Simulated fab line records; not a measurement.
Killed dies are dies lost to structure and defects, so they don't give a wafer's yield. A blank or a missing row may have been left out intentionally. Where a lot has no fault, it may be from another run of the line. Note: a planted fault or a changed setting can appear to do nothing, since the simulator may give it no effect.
fab line records	flow sky130
record: lots: 7	wafers: 21	last_day: 50
route steps=708 shown VIA1@473 METAL2@483 PAD_OPEN@708
lots that met no fault: from a run of the same line without faults
start_h: hours from the record's first day to the start of the lot's first wafer shown	wait_h: hours since the lot's step before	" identical to the entry in the row above	L1.1+2: a row that stands for several wafers	- no value, or no start given	* or withheld: withheld	< > ~ a bound
route shown NAME@n: NAME is a module with steps in the file, n the number in the route of the first one	usual: mean/standard deviation of fault-free wafers	same: alike in all rows	chamber/n: place in a boat	sites: readings site by site	_std_site: how widely they spread, as a standard deviation	_edge_site: inner sites' mean taken away from outer sites' mean	radius_mm: how far each site lies from the wafer's centre	mask NAME#n: copy n	behind: the last tool/chamber to shape the wafer	hold: what put the lot on hold/how long, in hours/how the hold closed	device: the n, p or np transistor that did not switch	end of line: the tests these same wafers got at the end of their route	where a step has no rows: the recipe by itself	killed: count of dies lost to structure and defects at first sort (not the wafer's yield)	map: per-die view of a wafer (x killed, . not killed, _ where there is no die)
set.NAME: the run value of the setting; set.NAME@STEP: its run value at that earlier step	model.NAME: the simulator's own value behind a step, which no gauge read
lots seen at some steps along the route; tables by step, rows by wafer
services: the hour from which a tool's chamber was out of use, counted from the record's first day as start_h (under 0 if before that day), plus the number of hours and why
== steps ==
step: SKY_VIA1_ETCH_15
recipe: target: SiO2	chemistry: C4F8/O2/Ar	target_depth_nm: 351	stop_on: TiN	mask_material: KrF-thick	source_w: 1500	bias_w: 1200	pressure_mtorr: 40	c4f8_flow_sccm: withheld	O2_flow_sccm: 6	Ar_flow_sccm: 300	time_s: 54
usual: bias_w: 1200/3.6	oes_product_au: 0.980/0.0052
lot.wafer	tool	chamber	start_h	wait_h	bias_w	oes_product_au	rf_hours_counter_h
L607.1	rie_diel-02	2	851.74	0.0	1201	0.976	12
L607.2	"	1	"	"	1201	0.982	16
L607.5	"	3	"	"	1196	0.975	-
L608.1	rie_diel-03	1	867.39	0.0	1203	0.978	3
L608.2	"	0	"	"	1200	0.976	21
L608.3	"	3	"	"	1205	0.986	18
L609.2	rie_diel-02	1	876.06	0.0	1203	0.983	16
L609.4	"	3	"	"	1200	0.985	15
L609.5	"	2	"	"	1197	0.979	-
L611.3	rie_diel-03	2	881.14	0.0	1199	0.993	10
L611.5	"	1	"	"	1202	0.984	-
L611.6	"	0	"	"	1200	0.985	-
L618.1	rie_diel-01	3	932.44	0.0	1203	0.984	10
L618.3	"	0	"	"	1198	0.984	9
L618.4	"	2	"	"	1200	0.975	11
L621.1	rie_diel-01	0	950.16	0.0	1203	0.977	9
L621.4	"	3	"	"	1194	0.982	11
L621.5	"	2	"	"	1197	0.980	-
L622.2	rie_diel-01	3	959.84	0.0	1204	0.982	11
L622.3	"	1	"	"	1196	0.990	7
L622.5	"	0	"	"	1199	0.979	-
step: SKY_VIA1_STRIP_16
recipe: chemistry: O2/N2	power_w: 1400	pressure_mtorr: 1500	platen_temp_c: withheld	o2_flow_sccm: 3000	n2_flow_sccm: 300	overash_fraction: 0.5
step: SKY_VIA1_STRIP_17
recipe: chemistry: post_etch_residue_remover	time_s: 1200	temp_c: 72.5
step: SKY_VIA1_CLEAN_18
recipe: chemistry: IPA	time_s: 180	temp_c: 25
step: SKY_VIA1_CLEAN_19
recipe: chemistry: O3/DIW	dry: n2_spin
step: SKY_VIA1_SPUTTER_20
recipe: material: TiN	target_thk_nm: 20	chamber_pressure_pa: 5	power_w: 4000	time_s: 80
usual: cathode_dc_power_W: 4000.0/0.65	chamber_pressure_pa: 5.000/0.011	throttle_valve_pct: 29.8/1
lot.wafer	tool	chamber	start_h	wait_h	cathode_dc_power_W	chamber_pressure_pa	throttle_valve_pct
L607.1	pvd_sputter-02	-	852.42	0.0	4000.5	4.992	29.3
L607.2	"	-	"	"	3999.0	4.991	29.2
L607.5	"	-	"	"	3999.6	5.008	30.8
L608.1	pvd_sputter-02	-	868.07	0.0	3999.6	4.993	28.6
L608.2	"	-	"	"	4000.6	4.995	29.0
L608.3	"	-	"	"	3999.9	4.990	30.7
L609.2	pvd_sputter-04	-	876.77	0.0	4000.5	5.018	29.7
L609.4	"	-	"	"	3998.5	5.002	30.4
L609.5	"	-	"	"	3999.7	5.011	30.3
L611.3	pvd_sputter-02	-	881.79	0.0	3999.1	5.007	29.2
L611.5	"	-	"	"	3999.8	4.987	29.4
L611.6	"	-	"	"	3999.1	5.018	30.6
L618.1	pvd_sputter-01	-	933.07	0.0	4001.6	4.980	29.2
L618.3	"	-	"	"	3999.7	5.007	30.8
L618.4	"	-	"	"	3999.5	5.001	31.0
L621.1	pvd_sputter-04	-	950.80	0.0	4000.2	5.015	28.6
L621.4	"	-	"	"	4000.1	4.983	32.1
L621.5	"	-	"	"	3999.8	4.976	31.9
L622.2	pvd_sputter-02	-	960.48	0.0	4000.1	4.987	30.7
L622.3	"	-	"	"	4000.6	5.003	29.1
L622.5	"	-	"	"	4000.8	5.000	28.4
step: SKY_VIA1_CVD_21
recipe: material: W	target_thk_nm: 270	time_s: 80.902	temp_c: 400	pressure_torr: 40
usual: heater_power_w: 799/39
lot.wafer	tool	chamber	start_h	wait_h	heater_power_w
L607.1	cvd_w-01	0	852.48	0.0	815
L607.2	"	1	"	"	738
L607.5	"	0	"	"	842
L608.1	cvd_w-02	1	868.13	0.0	806
L608.2	"	0	"	"	800
L608.3	"	0	"	"	807
L609.2	cvd_w-01	0	876.83	0.0	823
L609.4	"	0	"	"	836
L609.5	"	1	"	"	718
L611.3	cvd_w-01	1	881.88	0.1	745
L611.5	"	1	"	"	707
L611.6	"	0	"	"	830
L618.1	cvd_w-02	0	933.14	0.0	814
L618.3	"	0	"	"	814
L618.4	"	1	"	"	824
L621.1	cvd_w-01	0	950.86	0.0	795
L621.4	"	0	"	"	801
L621.5	"	1	"	"	738
L622.2	cvd_w-01	1	960.54	0.0	741
L622.3	"	0	"	"	791
L622.5	"	0	"	"	790
step: SKY_VIA1_RS_MEAS_22
recipe: thk_meas_gauge: four-point-probe	reads: W_of_VIA1_CVD_21+TiN_of_VIA1_SPUTTER_20
usual: VIA1_W_RS: 0.426/0.0081
lot.wafer	tool	chamber	start_h	wait_h	VIA1_W_RS[ohm/sq]
L607.1	film_metro-01	-	852.57	0.1	0.426
L607.2	"	-	"	"	0.437
L607.5	"	-	"	"	0.424
L608.1	film_metro-03	-	868.22	0.1	0.420
L608.2	"	-	"	"	0.436
L608.3	"	-	"	"	0.435
L609.2	film_metro-04	-	876.95	0.1	0.419
L609.4	"	-	"	"	0.426
L609.5	"	-	"	"	0.433
L611.3	film_metro-04	-	881.98	0.1	0.437
L611.5	"	-	"	"	0.437
L611.6	"	-	"	"	0.421
L618.1	film_metro-04	-	933.23	0.1	0.429
L618.3	"	-	"	"	0.425
L618.4	"	-	"	"	0.416
L621.1	film_metro-04	-	950.95	0.1	0.414
L621.4	"	-	"	"	0.413
L621.5	"	-	"	"	0.425
L622.2	film_metro-03	-	960.65	0.1	0.433
L622.3	"	-	"	"	0.421
L622.5	"	-	"	"	0.426
step: SKY_VIA1_THK_MEAS_23
recipe: thk_meas_gauge: xrf	reads: W_of_VIA1_CVD_21
usual: VIA1_W_THK: 273/5.6
lot.wafer	tool	chamber	start_h	wait_h	VIA1_W_THK[nm]
L607.1	film_metro-01	-	852.69	0.1	270
L607.2	"	-	"	"	267
L607.5	"	-	"	"	274
L608.1	film_metro-03	-	868.34	0.1	275
L608.2	"	-	"	"	265
L608.3	"	-	"	"	264
L609.2	film_metro-04	-	877.06	0.1	280
L609.4	"	-	"	"	275
L609.5	"	-	"	"	269
L611.3	film_metro-04	-	882.08	0.1	268
L611.5	"	-	"	"	266
L611.6	"	-	"	"	277
L618.1	film_metro-04	-	933.35	0.1	268
L618.3	"	-	"	"	273
L618.4	"	-	"	"	279
L621.1	film_metro-04	-	951.07	0.1	281
L621.4	"	-	"	"	280
L621.5	"	-	"	"	274
L622.2	film_metro-03	-	960.76	0.1	270
L622.3	"	-	"	"	277
L622.5	"	-	"	"	273
step: SKY_VIA1_CMP_24
recipe: stop_on: SiO2	t_overpolish_s: 15	down_force_psi: 3.5	platen_rpm: 60	target_thk_nm: 0	pad_velocity_m_s: 0.94248
usual: motor_current_A: 11.4/1.1	overpolish_run_s: 15.001/0.0087	slurry_filter_dp_kPa: 13.51/0.13	time_to_endpoint_s: 65/3.4
lot.wafer	tool	chamber	start_h	wait_h	motor_current_A	overpolish_run_s	slurry_filter_dp_kPa	time_to_endpoint_s
L607.1	cmp-02	1	852.75	0.1	12.8	15.004	13.36	65
L607.2	"	3	"	"	9.9	15.005	13.43	65
L607.5	"	1	"	"	12.4	15.001	13.93	67
L608.1	cmp-01	3	868.40	0.1	10.4	14.994	13.64	70
L608.2	"	1	"	"	11.1	15.014	13.39	64
L608.3	"	2	"	"	10.5	15.013	13.51	68
L609.4	cmp-02	1	877.11	0.0	12.3	15.000	13.58	62
L609.2	"	2	"	"	12.5	15.000	13.50	64
L609.5	"	2	"	"	12.5	15.011	13.64	62
L611.3	cmp-02	1	882.17	0.1	12.6	14.989	13.57	62
L611.5	"	0	"	"	11.5	14.994	13.45	66
L611.6	"	1	"	"	12.6	14.998	13.45	66
L618.1	cmp-02	2	937.22	3.9	12.6	15.015	13.43	58
L618.4	"	3	"	"	9.9	15.014	13.49	64
L618.3	"	0	"	"	11.9	14.991	13.49	67
L621.4	cmp-02	1	951.13	0.0	12.4	15.009	13.33	60
L621.1	"	3	"	"	9.7	15.001	13.61	64
L621.5	"	1	"	"	12.9	15.001	13.43	60
L622.2	cmp-01	2	960.91	0.1	10.4	15.003	13.40	70
L622.3	"	3	"	"	10.7	15.010	13.60	70
L622.5	"	1	"	"	11.4	15.014	13.66	68
step: SKY_METAL2_SPUTTER_00
recipe: material: Ti	target_thk_nm: 15	power_w: 3000	time_s: 10	chamber_pressure_pa: 0.4
step: SKY_METAL2_SPUTTER_01
recipe: material: TiN	target_thk_nm: 20	power_w: 6500	time_s: 16.7	chamber_pressure_pa: 0.4
step: SKY_METAL2_SPUTTER_02
recipe: material: AlCu	target_thk_nm: 250	power_w: 10600	time_s: 13.3	chamber_pressure_pa: 0.4
usual: cathode_dc_power_W: 10600/1.9	chamber_pressure_pa: 0.3999/0.00093	throttle_valve_pct: 30.0/1.4
lot.wafer	tool	chamber	start_h	wait_h	cathode_dc_power_W	chamber_pressure_pa	throttle_valve_pct
L607.1	pvd_sputter-04	-	853.10	0.0	10598	0.3996	30.7
L607.2	"	-	"	"	10599	0.4000	28.8
L607.5	"	-	"	"	10601	0.3994	30.6
L608.1	pvd_sputter-03	-	868.75	0.0	-	-	-
L608.2	"	-	"	"	-	-	-
L608.3	"	-	"	"	-	-	-
L609.2	pvd_sputter-01	-	877.45	0.0	-	-	-
L609.4	"	-	"	"	-	-	-
L609.5	"	-	"	"	-	-	-
L611.3	pvd_sputter-04	-	882.47	0.0	-	-	-
L611.5	"	-	"	"	-	-	-
L611.6	"	-	"	"	-	-	-
L618.1	pvd_sputter-01	-	937.52	0.0	10601	0.3996	30.8
L618.3	"	-	"	"	10597	0.4003	30.4
L618.4	"	-	"	"	10598	0.3996	29.4
L621.1	pvd_sputter-03	-	951.48	0.0	10602	0.4012	31.6
L621.4	"	-	"	"	10598	0.3991	29.0
L621.5	"	-	"	"	10601	0.3995	31.6
L622.2	pvd_sputter-03	-	961.16	0.0	10597	0.4011	31.7
L622.3	"	-	"	"	10599	0.3998	27.6
L622.5	"	-	"	"	10604	0.4002	27.4
step: SKY_METAL2_SPUTTER_03
recipe: material: Ti	target_thk_nm: 5	power_w: 3000	time_s: 3.3	chamber_pressure_pa: 0.4
usual: cathode_dc_power_W: 3000.0/0.5	chamber_pressure_pa: 0.4000/0.00079	throttle_valve_pct: 30.0/1.4
lot.wafer	tool	chamber	start_h	wait_h	cathode_dc_power_W	chamber_pressure_pa	throttle_valve_pct
L607.1	pvd_sputter-04	-	853.12	0.0	3000.7	0.3992	30.7
L607.2	"	-	"	"	2999.5	0.4012	28.8
L607.5	"	-	"	"	3000.3	0.3998	30.7
L608.1	pvd_sputter-03	-	868.78	0.0	2999.5	0.4000	31.2
L608.2	"	-	"	"	2998.9	0.3988	27.2
L608.3	"	-	"	"	3000.0	0.4006	29.5
L609.2	pvd_sputter-01	-	877.48	0.0	3001.5	0.3997	30.0
L609.4	"	-	"	"	3000.0	0.4017	30.3
L609.5	"	-	"	"	2999.7	0.4001	29.8
L611.3	pvd_sputter-04	-	882.49	0.0	3000.0	0.4001	28.7
L611.5	"	-	"	"	2999.9	0.4002	28.7
L611.6	"	-	"	"	2999.8	0.4000	30.6
L618.1	pvd_sputter-01	-	937.54	0.0	2999.9	0.3989	30.8
L618.3	"	-	"	"	2999.8	0.4012	30.2
L618.4	"	-	"	"	2999.2	0.4016	29.1
L621.1	pvd_sputter-03	-	951.51	0.0	2999.9	0.3991	31.7
L621.4	"	-	"	"	3000.6	0.4011	28.9
L621.5	"	-	"	"	3000.5	0.3982	31.6
L622.2	pvd_sputter-03	-	961.18	0.0	3000.2	0.4006	31.7
L622.3	"	-	"	"	2999.7	0.3993	27.1
L622.5	"	-	"	"	3000.0	0.4010	27.1
step: SKY_METAL2_SPUTTER_04
recipe: material: TiN	target_thk_nm: 70	power_w: 6500	time_s: 58.3	chamber_pressure_pa: 0.4
step: SKY_METAL2_RS_MEAS_05
recipe: thk_meas_gauge: four-point-probe	reads: TiN_of_METAL2_SPUTTER_04+Ti_of_METAL2_SPUTTER_03+AlCu_of_METAL2_SPUTTER_02+TiN_of_METAL2_SPUTTER_01+Ti_of_METAL2_SPUTTER_00
usual: METAL2_ALCU_RS: 0.1253/0.0013
lot.wafer	tool	chamber	start_h	wait_h	METAL2_ALCU_RS[ohm/sq]
L607.1	film_metro-02	-	853.19	0.0	0.1254
L607.2	"	-	"	"	0.1237
L607.5	"	-	"	"	0.1256
L608.1	film_metro-03	-	868.84	0.0	8.7257
L608.2	"	-	"	"	8.6723
L608.3	"	-	"	"	8.7411
L609.2	film_metro-02	-	877.56	0.0	8.6322
L609.4	"	-	"	"	8.8061
L609.5	"	-	"	"	8.8587
L611.3	film_metro-02	-	882.60	0.1	8.6068
L611.5	"	-	"	"	8.6505
L611.6	"	-	"	"	8.5540
L618.1	film_metro-04	-	937.61	0.0	0.1254
L618.3	"	-	"	"	0.1264
L618.4	"	-	"	"	0.1265
L621.1	film_metro-02	-	951.57	0.0	0.1263
L621.4	"	-	"	"	0.1254
L621.5	"	-	"	"	0.1272
L622.2	film_metro-02	-	961.27	0.0	0.1226
L622.3	"	-	"	"	0.1232
L622.5	"	-	"	"	0.1232
step: SKY_METAL2_THK_MEAS_06
recipe: thk_meas_gauge: xrf	reads: AlCu_of_METAL2_SPUTTER_02
usual: METAL2_ALCU_THK: 253/3.1
lot.wafer	tool	chamber	start_h	wait_h	METAL2_ALCU_THK[nm]
L607.1	film_metro-02	-	853.31	0.1	256
L607.2	"	-	"	"	258
L607.5	"	-	"	"	256
L608.1	film_metro-03	-	868.96	0.1	<1
L608.2	"	-	"	"	<1
L608.3	"	-	"	"	<1
L609.2	film_metro-02	-	877.67	0.1	<0
L609.4	"	-	"	"	<0
L609.5	"	-	"	"	<0
L611.3	film_metro-02	-	882.70	0.1	<0
L611.5	"	-	"	"	<0
L611.6	"	-	"	"	<0
L618.1	film_metro-04	-	937.73	0.1	254
L618.3	"	-	"	"	250
L618.4	"	-	"	"	251
L621.1	film_metro-02	-	951.69	0.1	253
L621.4	"	-	"	"	254
L621.5	"	-	"	"	250
L622.2	film_metro-02	-	961.38	0.1	260
L622.3	"	-	"	"	260
L622.5	"	-	"	"	259
step: SKY_METAL2_DEHYDRATE_07
recipe: temp_c: 200	time_s: 60
step: SKY_PAD_OPEN_PROBE_99
usual: defect_limited_yield: 82.1/2	killed_at_M0_to_M3: 44/7.8	killed_at_M4_up: 3.1/1.7	killed_at_contacts: 25/5.1	killed_at_front_end: 15/4.4	killed_at_other: 0.5/0.68	killed_dies: 88/9.9	killed_on_rim: 17/3.9	killed_open: 48/6.9	killed_short: 39/6.5	sort_bin_3_pad_short: 0.8/0.42	sort_bin_5_function: 10.6/1.5	sort_bin_6_memory: 6.5/1.2	sort_n_pass: 404/9.9	sort_yield_pct: 82.1/2
same: gross_dies: 492	killed_at_back_side: 0	sort_bin_4_leakage[%]: 0	sort_bin_8_speed[%]: 0
lot.wafer	tool	chamber	start_h	wait_h	defect_limited_yield[%]	killed_at_M0_to_M3	killed_at_M4_up	killed_at_contacts	killed_at_front_end	killed_at_other	killed_dies	killed_on_rim	killed_open	killed_short	sort_bin_3_pad_short[%]	sort_bin_5_function[%]	sort_bin_6_memory[%]	sort_n_pass	sort_yield_pct[%]
L607.1	prober-02	-	1119.94	0.1	82.9	48	4	21	11	0	84	14	47	37	0.8	9.6	6.7	408	82.9
L607.2	prober-02	-	1119.99	0.1	81.3	49	4	21	18	0	92	22	52	38	0.8	10.0	7.9	400	81.3
L607.5	prober-02	-	1120.14	0.2	83.5	29	3	32	17	0	81	17	48	33	1.0	10.2	5.3	411	83.5
L608.1	prober-01	-	1132.59	0.1	0	441	3	26	21	1	492	96	49	47	1.0	92.9	6.1	0	0
L608.2	prober-01	-	1132.64	0.1	0	446	5	28	13	0	492	96	51	31	0.4	93.9	5.7	0	0
L608.3	prober-01	-	1132.69	0.2	0	448	3	22	19	0	492	96	53	40	0.8	91.9	7.3	0	0
L609.2	prober-02	-	1142.37	0.1	0	440	5	27	18	2	492	96	49	40	0.4	92.7	6.9	0	0
L609.4	prober-02	-	1142.47	0.2	0	448	4	29	11	0	492	96	54	35	0.8	92.7	6.5	0	0
L609.5	prober-02	-	1142.52	0.2	0	438	4	32	18	0	492	96	48	34	0.4	92.9	6.7	0	0
L611.3	prober-01	-	1144.12	0.2	0	439	5	30	18	0	492	96	45	56	1.6	90.9	7.5	0	0
L611.5	prober-01	-	1144.22	0.2	0	451	3	25	13	0	492	96	47	43	1.0	90.9	8.1	0	0
L611.6	prober-01	-	1144.27	0.2	0	459	1	13	18	1	492	96	43	47	0.8	92.5	6.7	0	0
L618.1	prober-02	-	1181.80	0.1	83.7	47	4	21	7	1	80	13	41	39	0.4	10.6	5.3	412	83.7
L618.3	prober-02	-	1181.90	0.2	80.9	55	3	21	13	2	94	15	52	41	1.0	11.6	6.5	398	80.9
L618.4	prober-02	-	1181.95	0.2	81.9	48	2	25	14	0	89	19	48	41	2.0	8.9	7.1	403	81.9
L621.1	prober-01	-	1191.70	0.1	84.1	45	4	16	12	1	78	18	43	35	0.8	9.3	5.7	414	84.1
L621.4	prober-01	-	1191.85	0.2	79.7	48	7	19	25	1	100	21	52	48	1.2	11.0	8.1	392	79.7
L621.5	prober-01	-	1191.90	0.2	85.2	35	2	23	13	0	73	15	43	28	0.2	9.3	5.3	419	85.2
L622.2	prober-02	-	1196.07	0.1	83.3	42	5	22	12	1	82	14	48	34	0.2	9.1	7.3	410	83.3
L622.3	prober-02	-	1196.12	0.2	82.9	45	3	16	20	0	84	16	44	39	0.8	9.3	6.9	408	82.9
L622.5	prober-02	-	1196.22	0.2	81.1	45	10	24	13	1	93	17	48	44	1.4	8.7	8.7	399	81.1
killed by level:class
L607.1 CONTACT:geometric_particle:open=11 VIA1:geometric_particle:open=7 VIA2:geometric_particle:open=7 LI_CONTACT:geometric_particle:open=5 METAL1:geometric_particle:short=5 METAL2:geometric_particle:open=5 METAL2:geometric_particle:short=5 VIA3:geometric_particle:short=5
L607.2 VIA1:geometric_particle:open=11 CONTACT:geometric_particle:open=10 VIA3:geometric_particle:open=7 FIELD_ISO:geometric_particle:short=5 LI_CONTACT:geometric_particle:open=5 METAL1:geometric_particle:short=5 VIA2:geometric_particle:open=5 METAL2:geometric_particle:short=4
L607.5 CONTACT:geometric_particle:open=12 LI_CONTACT:geometric_particle:open=9 VIA1:geometric_particle:open=9 VIA3:geometric_particle:open=6 FIELD_ISO:geometric_particle:short=5 LOCAL_INTERCONNECT:geometric_particle:short=5 CONTACT:geometric_particle:short=5 METAL2:geometric_particle:short=5
L608.1 METAL2:area_sputter=395 FIELD_ISO:geometric_particle:short=8 METAL1:geometric_particle:short=8 CONTACT:geometric_particle:open=7 LI_CONTACT:geometric_particle:open=7 VIA1:geometric_particle:open=7 VIA2:geometric_particle:open=7 CONTACT:geometric_particle:short=6
L608.2 METAL2:area_sputter=410 CONTACT:geometric_particle:open=10 VIA2:geometric_particle:open=9 LI_CONTACT:geometric_particle:open=8 VIA3:geometric_particle:open=7 VIA1:geometric_particle:open=7 CONTACT:geometric_particle:short=6 FIELD_ISO:geometric_particle:open=4
L608.3 METAL2:area_sputter=399 VIA2:geometric_particle:open=15 VIA1:geometric_particle:open=11 FIELD_ISO:geometric_particle:short=8 LI_CONTACT:geometric_particle:open=6 CONTACT:geometric_particle:open=6 VIA2:geometric_particle:short=6 VIA3:geometric_particle:open=5
L609.2 METAL2:area_sputter=402 CONTACT:geometric_particle:open=15 VIA1:geometric_particle:open=9 METAL1:geometric_particle:short=8 FIELD_ISO:geometric_particle:open=7 LI_CONTACT:geometric_particle:open=5 POLY_GATE:geometric_particle:short=4 VIA2:geometric_particle:open=4
L609.4 METAL2:area_sputter=402 LI_CONTACT:geometric_particle:open=12 CONTACT:geometric_particle:open=9 VIA1:geometric_particle:open=7 METAL1:geometric_particle:short=7 VIA3:geometric_particle:open=7 VIA2:geometric_particle:open=6 METAL2:geometric_particle:short=6
L609.5 METAL2:area_sputter=410 CONTACT:geometric_particle:open=10 VIA1:geometric_particle:open=10 CONTACT:geometric_particle:short=8 FIELD_ISO:geometric_particle:open=7 LI_CONTACT:geometric_particle:open=6 LOCAL_INTERCONNECT:geometric_particle:short=6 FIELD_ISO:geometric_particle:short=5
L611.3 METAL2:area_sputter=390 CONTACT:geometric_particle:open=12 VIA1:geometric_particle:short=9 VIA1:geometric_particle:open=9 LOCAL_INTERCONNECT:geometric_particle:short=7 LI_CONTACT:geometric_particle:open=6 METAL1:geometric_particle:short=6 VIA2:geometric_particle:open=5
L611.5 METAL2:area_sputter=401 CONTACT:geometric_particle:open=12 VIA1:geometric_particle:short=9 VIA1:geometric_particle:open=9 LI_CONTACT:geometric_particle:open=6 VIA2:geometric_particle:open=6 VIA3:geometric_particle:open=6 CONTACT:geometric_particle:short=5
L611.6 METAL2:area_sputter=400 VIA1:geometric_particle:open=12 METAL1:geometric_particle:short=10 VIA1:geometric_particle:short=10 VIA3:geometric_particle:open=10 METAL2:geometric_particle:short=7 POLY_GATE:geometric_particle:open=6 LOCAL_INTERCONNECT:geometric_particle:short=5
L618.1 METAL2:geometric_particle:short=9 VIA1:geometric_particle:open=8 LI_CONTACT:geometric_particle:open=7 VIA2:geometric_particle:open=7 LOCAL_INTERCONNECT:geometric_particle:short=5 CONTACT:geometric_particle:open=5 METAL1:geometric_particle:short=5 VIA3:geometric_particle:open=5
L618.3 VIA1:geometric_particle:open=13 METAL1:geometric_particle:short=9 VIA3:geometric_particle:short=7 CONTACT:geometric_particle:open=7 VIA2:geometric_particle:open=7 VIA3:geometric_particle:open=7 LI_CONTACT:geometric_particle:open=6 FIELD_ISO:geometric_particle:open=5
L618.4 VIA1:geometric_particle:open=13 CONTACT:geometric_particle:open=7 METAL2:geometric_particle:short=7 FIELD_ISO:geometric_particle:open=6 LOCAL_INTERCONNECT:geometric_particle:short=6 VIA1:geometric_particle:short=6 VIA2:geometric_particle:open=5 METAL1:geometric_particle:short=5
L621.1 VIA1:geometric_particle:open=14 CONTACT:geometric_particle:open=10 VIA2:geometric_particle:open=6 METAL1:geometric_particle:short=6 METAL4:geometric_particle:short=4 LOCAL_INTERCONNECT:geometric_particle:short=4 VIA2:geometric_particle:short=4 FIELD_ISO:geometric_particle:open=3
L621.4 VIA1:geometric_particle:open=11 VIA2:geometric_particle:open=8 CONTACT:geometric_particle:open=7 METAL2:geometric_particle:short=7 FIELD_ISO:geometric_particle:short=6 LI_CONTACT:geometric_particle:open=6 POLY_GATE:geometric_particle:short=5 METAL4:geometric_particle:short=5
L621.5 LI_CONTACT:geometric_particle:open=12 VIA1:geometric_particle:open=9 CONTACT:geometric_particle:open=5 VIA3:geometric_particle:open=5 CONTACT:geometric_particle:short=4 METAL3:geometric_particle:open=4 POLY_GATE:geometric_particle:open=3 POLY_GATE:geometric_particle:short=3
L622.2 VIA1:geometric_particle:open=10 VIA2:geometric_particle:open=10 LI_CONTACT:geometric_particle:open=8 CONTACT:geometric_particle:open=7 VIA3:geometric_particle:open=5 VIA1:geometric_particle:short=5 FIELD_ISO:geometric_particle:open=4 POLY_GATE:geometric_particle:short=4
L622.3 VIA1:geometric_particle:short=8 VIA2:geometric_particle:open=7 VIA1:geometric_particle:open=7 METAL2:geometric_particle:short=7 FIELD_ISO:geometric_particle:short=5 POLY_GATE:geometric_particle:open=5 LI_CONTACT:geometric_particle:open=5 CONTACT:geometric_particle:open=5
L622.5 VIA1:geometric_particle:open=11 METAL2:geometric_particle:short=8 METAL4:geometric_particle:short=8 CONTACT:geometric_particle:short=7 CONTACT:geometric_particle:open=7 VIA3:geometric_particle:open=7 VIA2:geometric_particle:open=6 LI_CONTACT:geometric_particle:open=5
map L608.1 (x killed, . not)
__________xxxxxxxxxx_________
________xxxxxxxxxxxxxx_______
______xxxxxxxxxxxxxxxxxx_____
_____xxxxxxxxxxxxxxxxxxxx____
____xxxxxxxxxxxxxxxxxxxxxx___
___xxxxxxxxxxxxxxxxxxxxxxxx__
__xxxxxxxxxxxxxxxxxxxxxxxxxx_
_xxxxxxxxxxxxxxxxxxxxxxxxxxxx
_xxxxxxxxxxxxxxxxxxxxxxxxxxxx
_xxxxxxxxxxxxxxxxxxxxxxxxxxxx
_xxxxxxxxxxxxxxxxxxxxxxxxxxxx
_xxxxxxxxxxxxxxxxxxxxxxxxxxxx
_xxxxxxxxxxxxxxxxxxxxxxxxxxxx
_xxxxxxxxxxxxxxxxxxxxxxxxxxxx
_xxxxxxxxxxxxxxxxxxxxxxxxxxxx
__xxxxxxxxxxxxxxxxxxxxxxxxxx_
___xxxxxxxxxxxxxxxxxxxxxxxx__
____xxxxxxxxxxxxxxxxxxxxxx___
_____xxxxxxxxxxxxxxxxxxxx____
______xxxxxxxxxxxxxxxxxx_____
________xxxxxxxxxxxxxx_______
__________xxxxxxxxxx_________
map L609.2 (x killed, . not)
__________xxxxxxxxxx_________
________xxxxxxxxxxxxxx_______
______xxxxxxxxxxxxxxxxxx_____
_____xxxxxxxxxxxxxxxxxxxx____
____xxxxxxxxxxxxxxxxxxxxxx___
___xxxxxxxxxxxxxxxxxxxxxxxx__
__xxxxxxxxxxxxxxxxxxxxxxxxxx_
_xxxxxxxxxxxxxxxxxxxxxxxxxxxx
_xxxxxxxxxxxxxxxxxxxxxxxxxxxx
_xxxxxxxxxxxxxxxxxxxxxxxxxxxx
_xxxxxxxxxxxxxxxxxxxxxxxxxxxx
_xxxxxxxxxxxxxxxxxxxxxxxxxxxx
_xxxxxxxxxxxxxxxxxxxxxxxxxxxx
_xxxxxxxxxxxxxxxxxxxxxxxxxxxx
_xxxxxxxxxxxxxxxxxxxxxxxxxxxx
__xxxxxxxxxxxxxxxxxxxxxxxxxx_
___xxxxxxxxxxxxxxxxxxxxxxxx__
____xxxxxxxxxxxxxxxxxxxxxx___
_____xxxxxxxxxxxxxxxxxxxx____
______xxxxxxxxxxxxxxxxxx_____
________xxxxxxxxxxxxxx_______
__________xxxxxxxxxx_________
== services ==
tool	chamber	start_h	hours	kind
pvd_sputter-01	-	829.66	9.3	repair
rie_diel-01	-	829.99	0.7	repair
rie_diel-03	2	830.24	2.5	repair
pvd_sputter-01	-	832.32	0.5	repair
cmp-02	-	838.10	2.8	repair
pvd_sputter-01	-	844.80	1.7	repair
rie_diel-02	1	862.07	7.3	repair
cvd_w-01	-	869.33	6.9	pm
cvd_w-02	-	876.23	3.8	pm
cmp-01	-	877.87	1.8	repair
cvd_w-01	0	889.53	3.9	repair
cmp-01	-	902.11	4.2	pm
rie_diel-02	0	902.39	2.3	repair
cvd_w-01	-	904.00	14.0	pm
rie_diel-03	0	905.62	5.3	repair
pvd_sputter-01	-	906.17	2.1	repair
cmp-01	-	908.95	1.6	repair
cmp-02	-	912.00	4.0	pm
cmp-01	-	926.83	20.7	pm
rie_diel-02	3	934.95	1.3	repair
pvd_sputter-02	-	937.43	0.5	repair
pvd_sputter-01	-	943.68	4.6	repair
cvd_w-02	-	948.32	28.1	pm
cmp-02	-	953.28	0.9	repair
== key ==
first_sign: step: SKY_METAL2_SPUTTER_02	reading: tool_record	direction: missing
effect: step: SKY_METAL2_RS_MEAS_05	reading: METAL2_ALCU_RS	direction: up	sigmas: 99+	usual: 0.1253	struck: 8.6941
effect: step: SKY_METAL2_THK_MEAS_06	reading: METAL2_ALCU_THK	direction: down	sigmas: 83	usual: 253	struck: <0
effect: step: SKY_PAD_OPEN_PROBE_99	reading: sort_bin_5_function	direction: up	sigmas: 55	usual: 10.6	struck: 92.3
more_kills_born_at: SKY_METAL2_SPUTTER_02@pvd_sputter-01: 1214	SKY_METAL2_SPUTTER_02@pvd_sputter-03: 1204	SKY_METAL2_SPUTTER_02@pvd_sputter-04: 1191
met_at SKY_METAL2_SPUTTER_02
struck_wafers L608.1,L608.2,L608.3,L609.2,L609.4,L609.5,L611.3,L611.5,L611.6
later_rows_left_out L608.1,L608.2,L608.3,L609.2,L609.4,L609.5,L611.3,L611.5,L611.6
onset_between 853.10 868.75
fault: kind: skipped_step_whole	tool: pvd_sputter-01,pvd_sputter-03,pvd_sputter-04	chamber: -	onset_h: 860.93	steps: SKY_METAL2_SPUTTER_02	scope: struck_lots_only
later_rows_left_out: the simulator's readings of these wafers behind a module that went badly wrong aren't trusted and aren't shown, but for the sort
